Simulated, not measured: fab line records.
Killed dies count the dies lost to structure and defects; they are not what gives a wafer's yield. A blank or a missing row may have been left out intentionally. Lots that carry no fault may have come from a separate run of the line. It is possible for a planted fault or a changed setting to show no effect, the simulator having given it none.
Chamber matching | flow sky130 | SKY_CONTACT_ETCH_17 on rie_diel-04: 4 sister chambers
The step etches SiO2 in C4F8/O2/Ar, stops on Si3N4, target depth 340 nm. 8 wafers are shown with their chamber, then 7 later ones without.

== WAFERS PAIRED WITH THEIR CHAMBERS ==
wafer  | chamber | oes_product_au (a.u.)
L082.4 | 0       | 0.891
L082.5 | 3       | 0.891
L086.1 | 3       | 0.891
L086.5 | 0       | 0.893
L087.4 | 2       | 0.892
L087.6 | 1       | 0.889
L088.2 | 1       | 0.894
L088.4 | 2       | 0.886

== WAFERS WITH NO CHAMBER GIVEN ==
wafer  | oes_product_au (a.u.)
L088.6 | 0.886
L090.1 | 0.902
L090.5 | 0.895
L090.6 | 0.892
L096.1 | 0.903
L096.2 | 0.893
L096.3 | 0.886

== WHICH CHAMBER EACH WENT THROUGH ==
wafer  | from the rows above               | in truth
L088.6 | can't be placed: 2 or 3 or 1 or 0 | 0
L090.1 | can't be placed: 0 or 1 or 3 or 2 | 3
L090.5 | can't be placed: 0 or 1 or 3 or 2 | 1
L090.6 | can't be placed: 0 or 1 or 3 or 2 | 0
L096.1 | can't be placed: 0 or 1 or 3 or 2 | 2
L096.2 | can't be placed: 0 or 1 or 3 or 2 | 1
L096.3 | can't be placed: 2 or 3 or 1 or 0 | 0
Correct placement for 0 of the 7. These rows do not allow placing 7 (true chamber among the candidates in 7). Wrongly placed: 0.
How it was worked out, from the rows above alone: a wafer's distance from a chamber is the root of the sum, over the readings, of the square of ((its reading less the chamber's mean) divided by the reading's scatter). The wafer belongs to the nearest chamber; if the next one is less than 2 further off, it can't be placed. A chamber's mean is the mean of its shown wafers. The scatter: take each reading less its chamber's mean, square it, sum over the shown wafers, divide by the number of wafers less the number of chambers, and take the root.
